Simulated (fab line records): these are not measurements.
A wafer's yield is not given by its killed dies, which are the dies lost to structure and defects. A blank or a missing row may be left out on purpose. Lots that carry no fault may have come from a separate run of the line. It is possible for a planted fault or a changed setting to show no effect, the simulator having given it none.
Chamber matching / flow gf180mcu / GF_V1_ETCH_16 on rie_diel-04: 4 sister chambers
The step etches BARC in N2/H2. 14 wafers are shown with their chamber, then 7 later ones without.

WAFERS WITH THEIR CHAMBER
wafer=L074.1; chamber=2; throttle_valve_pct (%)=13.223; oes_product_au (a.u.)=0.854; rf_fwd_power_W (W)=490.7
wafer=L074.2; chamber=3; throttle_valve_pct (%)=13.227; oes_product_au (a.u.)=0.863; rf_fwd_power_W (W)=492.9
wafer=L074.4; chamber=1; throttle_valve_pct (%)=13.223; oes_product_au (a.u.)=0.853; rf_fwd_power_W (W)=491.9
wafer=L079.1; chamber=1; throttle_valve_pct (%)=13.231; oes_product_au (a.u.)=0.855; rf_fwd_power_W (W)=493.5
wafer=L079.5; chamber=1; throttle_valve_pct (%)=13.221; oes_product_au (a.u.)=0.853; rf_fwd_power_W (W)=493.0
wafer=L079.6; chamber=2; throttle_valve_pct (%)=13.215; oes_product_au (a.u.)=0.848; rf_fwd_power_W (W)=493.5
wafer=L081.1; chamber=1; throttle_valve_pct (%)=13.220; oes_product_au (a.u.)=0.863; rf_fwd_power_W (W)=496.5
wafer=L081.4; chamber=2; throttle_valve_pct (%)=13.219; oes_product_au (a.u.)=0.851; rf_fwd_power_W (W)=493.7
wafer=L081.5; chamber=1; throttle_valve_pct (%)=13.236; oes_product_au (a.u.)=0.859; rf_fwd_power_W (W)=496.1
wafer=L087.1; chamber=0; throttle_valve_pct (%)=13.205; oes_product_au (a.u.)=0.860; rf_fwd_power_W (W)=494.5
wafer=L087.3; chamber=1; throttle_valve_pct (%)=13.228; oes_product_au (a.u.)=0.855; rf_fwd_power_W (W)=493.5
wafer=L087.5; chamber=0; throttle_valve_pct (%)=13.221; oes_product_au (a.u.)=0.854; rf_fwd_power_W (W)=493.3
wafer=L088.2; chamber=0; throttle_valve_pct (%)=13.217; oes_product_au (a.u.)=0.859; rf_fwd_power_W (W)=493.2
wafer=L088.4; chamber=3; throttle_valve_pct (%)=13.226; oes_product_au (a.u.)=0.857; rf_fwd_power_W (W)=493.6

SIGNATURES (means of the wafers above)
reading=throttle_valve_pct; chamber 0=13.21433; chamber 1=13.22650; chamber 2=13.21900; chamber 3=13.22650; scatter within a chamber=0.00607
reading=oes_product_au; chamber 0=0.85767; chamber 1=0.85633; chamber 2=0.85100; chamber 3=0.86000; scatter within a chamber=0.00366
reading=rf_fwd_power_W; chamber 0=493.667; chamber 1=494.083; chamber 2=492.633; chamber 3=493.250; scatter within a chamber=1.53
Rule: a wafer's distance from a chamber is the root of the sum, over the readings, of the square of ((its reading less the chamber's mean) divided by the reading's scatter). The wafer belongs to the nearest chamber; if the next one is less than 2 further off, it can't be placed. The scatter is the square root of a quotient: the sum, over the shown wafers, of each reading's squared deviation from its chamber's mean, divided by wafers minus chambers.

WAFERS MISSING THEIR CHAMBER
wafer=L088.6; throttle_valve_pct (%)=13.232; oes_product_au (a.u.)=0.850; rf_fwd_power_W (W)=493.3
wafer=L092.1; throttle_valve_pct (%)=13.215; oes_product_au (a.u.)=0.849; rf_fwd_power_W (W)=494.3
wafer=L092.3; throttle_valve_pct (%)=13.230; oes_product_au (a.u.)=0.852; rf_fwd_power_W (W)=492.3
wafer=L092.6; throttle_valve_pct (%)=13.228; oes_product_au (a.u.)=0.849; rf_fwd_power_W (W)=493.6
wafer=L096.1; throttle_valve_pct (%)=13.229; oes_product_au (a.u.)=0.861; rf_fwd_power_W (W)=493.5
wafer=L096.3; throttle_valve_pct (%)=13.211; oes_product_au (a.u.)=0.852; rf_fwd_power_W (W)=494.9
wafer=L096.4; throttle_valve_pct (%)=13.222; oes_product_au (a.u.)=0.854; rf_fwd_power_W (W)=496.7

WHICH CHAMBER EACH WENT THROUGH
wafer=L088.6; from the rows above=can't be placed: 1 or 2 or 3 or 0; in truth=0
wafer=L092.1; from the rows above=can't be placed: 2 or 0 or 1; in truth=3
wafer=L092.3; from the rows above=can't be placed: 1 or 2 or 3 or 0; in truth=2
wafer=L092.6; from the rows above=can't be placed: 2 or 1 or 3 or 0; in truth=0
wafer=L096.1; from the rows above=can't be placed: 3 or 1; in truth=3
wafer=L096.3; from the rows above=can't be placed: 0 or 2 or 1 or 3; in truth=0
wafer=L096.4; from the rows above=can't be placed: 1 or 0 or 2 or 3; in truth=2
Correctly placed: 0 of 7. Can't be placed from these rows: 7 (the true chamber is among the candidates in 6). Wrongly placed: 0.
